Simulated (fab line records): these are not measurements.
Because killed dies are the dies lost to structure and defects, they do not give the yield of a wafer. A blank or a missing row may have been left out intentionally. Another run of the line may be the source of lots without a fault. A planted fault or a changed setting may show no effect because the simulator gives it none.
Lot-split experiment -- flow gf180mcu -- on a route of 602 steps: 5 lots, 23 wafers read

== THE SPLIT ITSELF ==
At GF_HV_LDD_EXPOSE_16 (exposes mask Pplus LV AREA, target cd 400 nm), the setting dose mj was moved away from the recipe's 140 on 6 of the 23 wafers read, by -2.9% to +5.9%. All remaining wafers had this setting at the recipe value.

== FROM THE SPLIT TO THE READING: what the file shows between them, 2 steps ==
- GF_HV_LDD_PEB_17
- GF_HV_LDD_DEVELOP_18: develop time 61.62 s

== THE READING ==
cd nm (nm) at GF_HV_LDD_CD_MEAS_19, where the cd target is 400 nm. A value of 401.5 nm with a standard deviation of 1.6 nm is what fault-free wafers of this fab line usually give.

wafer,"tool, chamber at the split",dose mj as run,against the recipe,"cd nm, nm",against lot-mates on the recipe
L076.2,"iline stepper-02, 0",140,recipe,401.1,-
L076.3,"iline stepper-02, 0",140,recipe,404.1,-
L076.4,"iline stepper-02, 0",140,recipe,400.6,-
L077.1,"iline stepper-01, 0",140,recipe,402.0,-
L077.2,"iline stepper-01, 0",140,recipe,400.9,-
L077.3,"iline stepper-01, 0",135.9,-2.9%,394.1,-7.7
L077.4,"iline stepper-01, 0",140,recipe,402.5,-
L077.5,"iline stepper-01, 0",135.9,-2.9%,393.6,-8.2
L080.1,"iline stepper-02, 0",140,recipe,401.4,-
L080.2,"iline stepper-02, 0",140,recipe,402.8,-
L080.3,"iline stepper-02, 0",140,recipe,400.1,-
L080.4,"iline stepper-02, 0",140,recipe,402.7,-
L080.6,"iline stepper-02, 0",140,recipe,401.4,-
L082.1,"iline stepper-02, 0",140,recipe,399.9,-
L082.2,"iline stepper-02, 0",148.2,+5.9%,416.2,+16.4
L082.3,"iline stepper-02, 0",148.2,+5.9%,415.6,+15.8
L082.4,"iline stepper-02, 0",140,recipe,400.2,-
L082.6,"iline stepper-02, 0",140,recipe,399.4,-
L083.2,"iline stepper-01, 0",147.2,+5.1%,418.3,+14.0
L083.3,"iline stepper-01, 0",147.2,+5.1%,419.8,+15.5
L083.4,"iline stepper-01, 0",140,recipe,403.4,-
L083.5,"iline stepper-01, 0",140,recipe,404.8,-
L083.6,"iline stepper-01, 0",140,recipe,404.6,-

THE FIT
A straight line over all 23 wafers: cd nm changes by +2.79 nm for each +1% of dose mj; r = +0.97; the points scatter about the line by 1.9 nm.
The same after taking each lot's own level away (the mean of its wafers on the recipe; 23 wafers): +2.79 nm for each +1%; r = +0.99; scatter 0.9 nm.
According to that fit, moving dose mj by its largest amount changes the reading by 16 nm.
Across the lots, their own levels run from 399.83 to 404.27 nm, a range of 2.8 times the standard deviation given above.
So the lot-to-lot level changes the slope little: the two slopes agree.
Check: for one of the wafers moved furthest among these (+5.9%), held out of the fit, the line's prediction against its lot-mates is +16.3 nm. Against them it came out at +16.4 nm.

== ADDITIONAL SPLITS CARRIED BY THESE WAFERS ==
Before the reading, these wafers also passed through other splits. Each is held against what the fit with the lots' levels taken away leaves over:
other split on the same wafers,wafers away from the commonest value,r with cd nm (lot level and that fit taken away)
GF_VT_IMPLANT_IMPLANT_19 energy kev,7,+0.07
GF_VT_IMPLANT_COAT_24 spin rpm,7,-0.18
GF_VT_IMPLANT_DEVELOP_28 dev temp c,5,+0.03
GF_DUAL_GATE_OXIDATION_02 ox time s,18,+0.02
GF_POLY_GATE_ETCH_13 icp w,10,-0.31
GF_HV_LDD_COAT_02 resist thk nm,6,+0.08
GF_HV_LDD_DEVELOP_06 develop time s,9,+0.15

== THE WHOLE CHAIN: every reading that the file lists as answering this split, in the file's order ==
step,what it does,reading,change (the file's fit),r (the file's)
GF_HV_LDD_DEVELOP_18,develop time 61.62 s,"HV_LDD.cd nm (the simulator's own value, which no gauge read)",+2.81 nm for each +1% of the setting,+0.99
GF_HV_LDD_CD_MEAS_19,target cd 400 nm,cd nm,+2.8 nm for each +1% of the setting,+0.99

== THE FILE'S OWN FIT ==
cd nm changes by +2.8 nm for each +1% of dose mj, r = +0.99.
